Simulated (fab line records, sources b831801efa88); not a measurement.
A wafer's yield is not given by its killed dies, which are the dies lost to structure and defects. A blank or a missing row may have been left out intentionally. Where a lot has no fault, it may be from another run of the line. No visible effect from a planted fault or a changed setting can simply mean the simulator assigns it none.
Matching of chambers + flow sky130 + cmp-01 running SKY_VIA3_CMP_24: 4 sister chambers
The step polishes, stops on SiO2, t overpolish 20 s, target thk 0 nm. 7 wafers are shown with their chamber, then 8 later ones without.

## WAFERS, EACH WITH ITS CHAMBER
| wafer  | chamber | motor current A (A) | overpolish run s (s) |
|--------|---------|---------------------|----------------------|
| L707.4 | 0       | 12.0                | 20.002               |
| L707.6 | 0       | 11.9                | 20.005               |
| L708.1 | 3       | 11.0                | 20.009               |
| L708.3 | 2       | 12.3                | 19.995               |
| L708.5 | 3       | 10.7                | 20.000               |
| L709.1 | 2       | 12.0                | 20.001               |
| L709.4 | 1       | 10.9                | 20.007               |

## WAFERS WITH NO CHAMBER GIVEN
| wafer  | motor current A (A) | overpolish run s (s) |
|--------|---------------------|----------------------|
| L709.6 | 11.1                | 20.010               |
| L711.3 | 12.1                | 20.000               |
| L711.4 | 11.0                | 19.995               |
| L711.5 | 12.8                | 19.999               |
| L713.1 | 12.1                | 19.993               |
| L713.6 | 10.9                | 20.004               |
| L719.2 | 12.8                | 20.010               |
| L719.6 | 11.2                | 20.010               |

## THE CHAMBER EACH PASSED THROUGH
| wafer  | from the rows above     | in truth |
|--------|-------------------------|----------|
| L709.6 | can't be placed: 1 or 3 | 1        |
| L711.3 | can't be placed: 2 or 0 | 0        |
| L711.4 | can't be placed: 3 or 1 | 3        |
| L711.5 | can't be placed: 2 or 0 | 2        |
| L713.1 | can't be placed: 2 or 0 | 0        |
| L713.6 | can't be placed: 3 or 1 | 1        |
| L719.2 | can't be placed: 2 or 0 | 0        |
| L719.6 | can't be placed: 1 or 3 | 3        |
0 of 8 placed correctly. From these rows, 8 cannot be placed; in 8 the true chamber is one of the candidates. Placed wrongly: 0.
How it was worked out, from the rows above alone: a wafer's distance from a chamber is the root of the sum, over the readings, of the square of ((its reading less the chamber's mean) divided by the reading's scatter). If the next closest chamber is less than 2 further off than the closest, the wafer can't be placed; otherwise it belongs to the closest. A chamber's mean is the mean of its shown wafers. The scatter is the square root of a quotient: the sum, over the shown wafers, of each reading's squared deviation from its chamber's mean, divided by wafers minus chambers.
